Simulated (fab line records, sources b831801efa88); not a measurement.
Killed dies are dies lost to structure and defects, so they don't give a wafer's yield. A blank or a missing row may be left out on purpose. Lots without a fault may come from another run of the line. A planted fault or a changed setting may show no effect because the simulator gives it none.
Problem report in the 8D (eight disciplines) form, filled by code | flow sky130 | the parts of the form that need people (team, actions taken, sign-off) are left out

1. THE PROBLEM
VIA2_W_RS at SKY_VIA2_RS_MEAS_22 reads a mean of 0.196 ohm/sq on 3 wafers of 3 lots; wafers without a fault read 0.273 ohm/sq with a standard deviation of 0.0033. That is -23 standard deviations from the usual mean.
The step: measures by four-point-probe.
First seen on wafer L230.4, day 37 05:59, on film_metro-04. The record holds 32 wafers of 11 lots with a number at this step. Rule for "out", or "out of limits": more than 4 standard deviations from the usual mean. The other wafers with a number count as sound.

2. WHAT IT IS AND WHAT IT IS NOT
question                    | is                           | is not
which readings at this step | VIA2_W_RS                    | -
which lots                  | L230, L231, L233             | L240, L242, L245, L247, L248, L249, L250, L251
which wafers of those lots  | L230.4, L231.1, L233.4       | L230.3, L230.6, L231.5, L231.6, L233.6
read on which gauges        | film_metro-02, film_metro-04 | -
when                        | from day 37 05:59            | up to then (2 sound wafers); but 27 sound wafers of L231, L233, L240, L242, L245, L247, L248, L249, L250, L251 came after

3. SUSPECTS, AND WHAT RULES EACH OUT
Counting: a tool at a process step up to the reading stays a suspect if it ran every lot that is out. Sound lots after the first of them don't rule it out here, since some wafers of a struck lot are sound.
- the gauge at SKY_VIA2_RS_MEAS_22: ruled out. The wafers that are out were read on 2 gauges (film_metro-02, film_metro-04).
- cvd_w-01 at SKY_VIA2_CVD_21 (deposits W, target thk 420 nm, time 126.4 s): kept. It ran every lot that is out, first L230 (day 37 05:51).
Left after counting: cvd_w-01 at SKY_VIA2_CVD_21.

4. THE CAUSE (what the simulator had put in)
Process parameter drift: cvd_w-01, from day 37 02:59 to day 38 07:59, at SKY_VIA2_CVD_21. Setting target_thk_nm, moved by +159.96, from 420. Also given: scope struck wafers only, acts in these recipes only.
Counting left only this tool.

5. THE CHAIN OF EFFECTS, in route order
Each row: a reading whose mean over the struck wafers that have a number lies more than 3 standard deviations from the usual. Only readings for which the record gives a usual standard deviation are gone through. hours: the time from each lot's start at the first step in this table that gives one to its start at this step, as a median over the lots. sigmas: the change in usual standard deviations.
hours | step                 | reading            | usual        | on struck wafers | change | sigmas
0     | SKY_VIA2_RS_MEAS_22  | VIA2_W_RS          | 0.273 ohm/sq | 0.196            | -0.077 | -23
0     | SKY_VIA2_THK_MEAS_23 | VIA2_W_THK         | 410 nm       | 567              | +157   | +20
0     | SKY_VIA2_CMP_24      | time_to_endpoint_s | 100 s        | 139              | +39    | +9.7
The process steps in it:
- SKY_VIA2_CMP_24: polishes, stops on SiO2, t overpolish 20 s, target thk 0 nm.

6. WHAT WOULD HAVE CAUGHT IT SOONER
In this record the first reading out of limits at a measuring or inspecting step was taken at day 37 05:59, 3 hours after the fault began at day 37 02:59.
Of the tool readings at SKY_VIA2_CVD_21 for which the record gives a usual standard deviation, none was out on any struck wafer, so an alarm limit of 4 standard deviations on them would not have fired.
Of the lots that are out (3), L231, L233 began SKY_VIA2_CVD_21 on cvd_w-01 after day 37 05:59. A hold on the tool at that time would have spared those 2.
